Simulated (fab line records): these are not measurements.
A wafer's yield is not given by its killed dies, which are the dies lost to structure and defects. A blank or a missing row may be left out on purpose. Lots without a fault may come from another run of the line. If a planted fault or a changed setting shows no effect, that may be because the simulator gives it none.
Comparing a struck lot with a sound one | flow sky130 | 25 out of 708 route steps
Sound: these wafers, L817.1, L817.2, L817.6. The struck wafers were L818.1, L818.2, L818.4. Last of all comes the cause.
Per side, at each step with rows, come the tool, then ch with its chambers, and then its first start. Under that, the readings that differ: sound wafers | struck wafers | difference of the means | sigmas: that difference in standard deviations of wafers without a fault.
alike: same words and numbers on both sides, and readings whose means sit less than 2 such deviations apart. not compared: any withheld reading, any reading some wafer has no value for, any bound like >300 that may hide the same value, and any number with overlapping values for which the record gives no deviation.
The two part at a step that has a row with sigmas, a row that says differs or no value, or rows on one side only. Numbers that don't overlap but have no deviation are shown without sigmas and don't part them. A reading that every wafer of one side lacks parts them only if that side has two wafers or more.

first, 3 steps without rows for these wafers: SKY_CAPM_EXPOSE_09 (exposes mask CAPM, target cd 1000 nm); SKY_CAPM_PEB_10; SKY_CAPM_DEVELOP_11 (develop time 60 s).
SKY_CAPM_OVL_MEAS_12:
  sound: overlay-01 at day 39 16:46; struck: overlay-02 at day 39 21:37
  alike: CAPM_OVL
SKY_CAPM_METAL_ETCH_13: etches TiN in Cl2/BCl3, stops on SiO2, target depth 220 nm, time 62.9 s.
  sound on rie-metal-03 ch 1, day 39 16:48; struck on rie-metal-02 ch 0,1, day 39 21:39
  alike: chamber-pressure-mTorr, drypump-motor-current-A, he-backside-leak-sccm, oes-product-au, throttle-valve-pct
  not compared: rf-hours-counter-h
SKY_CAPM_STRIP_14: strips in O2/N2.
  sound on plasma-asher-03 ch 0,1, day 39 16:57; struck on plasma-asher-01 ch 0,1, day 39 21:43
  reading               | sound             | struck            | difference | sigmas
  oes-product-au (a.u.) | 0.704 0.709 0.701 | 0.712 0.716 0.717 | +0.010     | +2
  alike: chamber-pressure-mTorr, drypump-motor-current-A, strip-time-to-endpoint-s
  not compared: rf-hours-counter-h
then, 6 steps without rows for these wafers: SKY_CAPM_STRIP_15 (strips in post etch residue remover, time 1200 s); SKY_CAPM_CLEAN_16 (cleans in IPA, time 180 s); SKY_CAPM_CLEAN_17 (cleans in O3/DIW); SKY_METAL3_DEHYDRATE_05 (time 60 s); SKY_METAL3_HMDS_06 (prime time 60 s); SKY_METAL3_COAT_07 (resist thk 60 nm).
SKY_METAL3_COAT_08: resist thk 1140 nm.
  sound on litho-track-03 ch 0, day 40 05:00; struck on litho-track-02 ch 0, day 40 10:00
  reading                                       | sound          | struck         | difference | sigmas
  model.KrF-thick_of_METAL3_COAT_08.thk-nm (nm) | 1140 1138 1141 | 1157 1159 1157 | +18        |
  alike: chill-plate-temp-C
then, 4 steps without rows for these wafers: SKY_METAL3_SOFTBAKE_09 (time 90 s); SKY_METAL3_EXPOSE_10 (exposes mask MM3, target cd 300 nm); SKY_METAL3_PEB_11; SKY_METAL3_DEVELOP_12 (develop time 60 s).
SKY_METAL3_CD_MEAS_13: the cd target is 300 nm.
  sound: cd-sem-01 at day 40 18:22; struck: cd-sem-01 at day 40 22:35
  reading    | sound             | struck            | difference | sigmas
  cd-nm (nm) | 298.0 297.4 298.0 | 301.3 300.9 300.7 | +3.2       | +2
SKY_METAL3_OVL_MEAS_14:
  sound: overlay-01 at day 40 18:29; struck: overlay-01 at day 40 22:43
  alike: METAL3_OVL
SKY_METAL3_DESCUM_15: chemistry O2, time 8 s.
  sound on rie-metal-01 ch 0,1, day 40 18:32; struck on rie-metal-03 ch 0,1, day 40 22:44
  reading               | sound             | struck            | difference | sigmas
  oes-product-au (a.u.) | 0.990 0.990 0.992 | 1.021 1.026 1.008 | +0.028     | +2
  alike: chamber-pressure-mTorr, drypump-motor-current-A, he-backside-leak-sccm
  not compared: rf-hours-counter-h
SKY_METAL3_ETCH_16: etches BARC in N2/H2, stops on SiO2, time 88.2 s, target depth 60 nm.
  sound on rie-metal-01 ch 0,1, day 40 18:34; struck on rie-metal-03 ch 0,1, day 40 22:46
  alike: chamber-pressure-mTorr, drypump-motor-current-A, he-backside-leak-sccm, oes-product-au, throttle-valve-pct
  not compared: rf-hours-counter-h
SKY_METAL3_ETCH_17: etches SiO2 in C4F8/O2/Ar, stops on TiN, time 3.9 s, target depth 15 nm.
  sound on rie-diel-02 ch 0,1, day 40 18:40; struck on rie-diel-02 ch 0,1,2, day 40 22:52
  alike: chamber-pressure-mTorr, oes-product-au
SKY_METAL3_METAL_ETCH_18: etches the open film in Cl2/BCl3, stops on SiO2, target depth 845 nm, time 183.1 s.
  sound on rie-metal-03 ch 0,1, day 40 18:40; struck on rie-metal-01 ch 0,1, day 40 22:53
  reading                                       | sound         | struck      | difference | sigmas
  model.KrF-thick_of_METAL3_COAT_08.thk-nm (nm) | 518 529.2 525 | 544 547 543 | +21        |
  alike: chamber-pressure-mTorr, drypump-motor-current-A, he-backside-leak-sccm, oes-product-au, throttle-valve-pct
  not compared: rf-hours-counter-h
then, 1 step without rows for these wafers: SKY_METAL3_STRIP_19 (strips in O2/N2).
-- the record jumps here: 7 days lie between the struck wafers' starts before and after (it left off in module METAL3 and takes up again in module PAD_OPEN, whose first step shown is number 708 of the route) --
SKY_PAD_OPEN_PROBE_99:
  sound: prober-02 at day 47 14:22; struck: prober-01 at day 47 20:15
  alike: defect-limited-yield, killed_at_M0_to_M3, killed_at_M4_up, killed-at-contacts, killed-at-front-end, killed-at-other, killed-dies, killed-on-rim, killed-open, killed-short, sort_bin_3_pad_short, sort_bin_5_function, sort_bin_6_memory, sort-n-pass, sort-yield-pct

## WHERE THEY PART
First at SKY_CAPM_STRIP_14; last, within this record, at SKY_METAL3_DESCUM_15. Later steps at which nothing parts them and some readings are alike: SKY_METAL3_ETCH_16, SKY_METAL3_ETCH_17, SKY_METAL3_METAL_ETCH_18, SKY_PAD_OPEN_PROBE_99.

WHY: what had been put in by the simulator
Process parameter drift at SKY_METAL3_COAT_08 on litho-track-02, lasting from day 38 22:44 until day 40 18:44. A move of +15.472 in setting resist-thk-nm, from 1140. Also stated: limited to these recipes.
